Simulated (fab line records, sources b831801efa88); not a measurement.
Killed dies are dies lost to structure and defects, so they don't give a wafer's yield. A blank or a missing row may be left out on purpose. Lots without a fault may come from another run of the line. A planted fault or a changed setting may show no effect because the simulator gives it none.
Which tool did it? | flow gf180mcu | 13 lots, 39 wafers sampled, at 1 step of a route of 602

WHAT THE GAUGES READ, wafer by wafer
GF_M2_THK_MEAS_06: measures by xrf. Usual: M2_ALCU_THK 441 nm, standard deviation 6.1.
lot  | measured     | on            | M2_ALCU_THK (nm) | flag
L517 | day 18 04:43 | film_metro-01 | 431 440 436      |
L518 | day 18 17:26 | film_metro-04 | 440 433 437      |
L519 | day 19 03:53 | film_metro-01 | 440 445 444      |
L521 | day 20 05:19 | film_metro-04 | 446 442 452      |
L525 | day 21 17:37 | film_metro-01 | 458 441 440      |
L529 | day 23 04:17 | film_metro-04 | 448 438 439      |
L530 | day 23 06:25 | film_metro-01 | 442 449 444      |
L531 | day 23 15:24 | film_metro-04 | 443 453 439      |
L533 | day 24 08:42 | film_metro-03 | 446 441 441      |
L535 | day 25 00:44 | film_metro-04 | 447 436 441      |
L536 | day 25 08:46 | film_metro-03 | 447 440 447      |
L539 | day 26 04:34 | film_metro-03 | 441 429 434      |
L540 | day 26 13:28 | film_metro-01 | 437 432 442      |

WHICH TOOL RAN EACH LOT (tool, then ch and the chambers of the sampled wafers, then the start)
The record holds no process step before these readings.

WHAT THE TOOLS THEMSELVES READ (means of the sampled wafers that have a number; where no wafer has one, the mark that the record gives instead)
The record holds no such reading with a usual standard deviation.

THE ANSWER, worked out from the rows above alone
Rule: a lot is off if the mean of its wafers that have a number lies more than 3 standard deviations from the usual mean. A lot without any number at a reading at which 4 lots or more have one is off too. The other lots that the step has rows for count as sound. The gauges are gone through in route order, then the tools' own readings, and for those a lot's mean is taken as printed above. The first step at which some lot is off is used, and at that step the reading that is off furthest; a lot without a number counts as furthest.
No lot is off at any reading shown: from this, nothing can be told.

WHAT THE SIMULATOR HAD PUT IN
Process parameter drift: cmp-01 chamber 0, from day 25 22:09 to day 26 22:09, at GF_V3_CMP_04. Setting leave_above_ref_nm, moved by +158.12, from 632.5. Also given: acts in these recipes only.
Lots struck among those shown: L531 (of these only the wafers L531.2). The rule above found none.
